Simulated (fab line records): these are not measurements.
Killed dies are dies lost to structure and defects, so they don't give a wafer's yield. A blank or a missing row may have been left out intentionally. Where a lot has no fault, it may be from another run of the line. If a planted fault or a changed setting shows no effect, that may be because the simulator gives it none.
A struck lot beside a sound one ; flow gf180mcu ; 23 out of 602 route steps
Sound: wafers L781.1, L781.5, L781.6. The struck wafers were L789.1, L789.4, L789.6. Last of all comes the cause.
Each step with rows lists, per side, the tool, then ch with its chambers, then its first start. Under that, the readings that differ: sound wafers ; struck wafers ; difference of the means ; sigmas: that difference in standard deviations of wafers without a fault.
alike: readings with means less than 2 such deviations apart, plus words and numbers identical on both sides. not compared: withheld readings, readings lacking a value on some wafer, bounds such as >300 that could conceal the same value, and numbers that have no deviation in the record and whose values overlap.
Wherever a step has rows on one side only, a row that says differs or no value, or a row with sigmas, the two part there. Numbers that don't overlap but have no deviation are shown without sigmas and don't part them. A reading missing from all wafers of one side parts the sides only when that side holds two or more wafers.

first, 4 steps without rows for these wafers: GF_NSD_SOFTBAKE_03 (time 60 s); GF_NSD_EXPOSE_04 (exposes mask Nplus, target cd 400 nm); GF_NSD_PEB_05; GF_NSD_DEVELOP_06 (develop time 60 s).
GF_NSD_CD_MEAS_07: target cd 400 nm.
  sound: cdSem-01 at day 17 00:05; struck: cdSem-02 at day 19 21:32
  alike: cdNm
GF_NSD_OVL_MEAS_08:
  sound: overlay-02 at day 17 00:13; struck: overlay-02 at day 19 21:40
  alike: NSD_OVL
then, 2 steps without rows for these wafers: GF_NSD_IMPLANT_09; GF_NSD_IMPLANT_10.
GF_NSD_STRIP_11: strips in O2/N2.
  sound on plasmaAsher-01 ch 0,1, day 17 00:33; struck on plasmaAsher-01 ch 0,1, day 19 21:59
  alike: drypumpMotorCurrentA, heaterPowerW, oesProductAu, stripTimeToEndpointS
  not compared: rfHoursCounterH
GF_NSD_TW_MEAS_12:
  sound: filmMetro-04 at day 17 00:39; struck: filmMetro-01 at day 19 22:05
  alike: NSD_TW
then, 2 steps without rows for these wafers: GF_PSD_DEHYDRATE_00 (time 60 s); GF_PSD_HMDS_01 (prime time 60 s).
GF_PSD_COAT_02: resist thk 1000 nm.
  sound on lithoTrack-04 ch 0, day 17 12:07; struck on lithoTrack-04 ch 0, day 20 09:58
reading;sound;struck;difference;sigmas
spinSpeedRpm (rpm);2999.2 3001.5 3000.3;2607.3 2607.5 2606.4;-393.3;-99 or more
model.NOVOLAK_of_PSD_COAT_02.thkNm (nm);1000 997.3 994.8;1076 1077 1074;+78;
then, 3 steps without rows for these wafers: GF_PSD_SOFTBAKE_03 (time 60 s); GF_PSD_EXPOSE_04 (exposes mask Pplus, target cd 400 nm); GF_PSD_PEB_05.
GF_PSD_DEVELOP_06: develop time 60 s.
  sound on lithoTrack-03 ch 0, day 18 00:10; struck on lithoTrack-03 ch 0, day 20 22:22
reading;sound;struck;difference;sigmas
model.NOVOLAK_of_PSD_COAT_02.thkNm (nm);1000 996.9 994.4;1075 1076 1074;+78;
GF_PSD_CD_MEAS_07: target cd 400 nm.
  sound: cdSem-01 at day 18 00:19; struck: cdSem-02 at day 20 22:31
reading;sound;struck;difference;sigmas
cdNm (nm);400.0 399.0 398.2;392.8 391.8 393.9;-6.2;-3
GF_PSD_OVL_MEAS_08:
  sound: overlay-01 at day 18 00:26; struck: overlay-01 at day 20 22:38
  alike: PSD_OVL
then, 1 step without rows for these wafers: GF_PSD_IMPLANT_09.
GF_PSD_STRIP_10: strips in O2/N2.
  sound on plasmaAsher-03 ch 0,1, day 18 00:37; struck on plasmaAsher-02 ch 0,1, day 20 22:49
reading;sound;struck;difference;sigmas
stripTimeToEndpointS (s);16.53 16.49 16.45;17.42 17.39 17.37;+0.90;+21
  alike: drypumpMotorCurrentA, heaterPowerW, oesProductAu
  not compared: rfHoursCounterH
GF_PSD_TW_MEAS_11:
  sound: filmMetro-04 at day 18 00:43; struck: filmMetro-01 at day 20 22:55
  alike: PSD_TW
-- the record jumps here: 14 days lie between the struck wafers' starts before and after (it left off in module PSD and takes up again in module PASSIVATION, whose first step shown is number 602 of the route) --
GF_PASSIVATION_PROBE_99:
  only the struck wafers here have rows in the record (prober-01, day 34 22:30); the sound ones have none

## WHERE THEY PART
Last at GF_PASSIVATION_PROBE_99 as far as this record goes, first at GF_PSD_COAT_02.

WHY: what had been put in by the simulator
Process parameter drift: lithoTrack-04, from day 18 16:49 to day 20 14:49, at GF_PSD_COAT_02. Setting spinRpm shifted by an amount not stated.
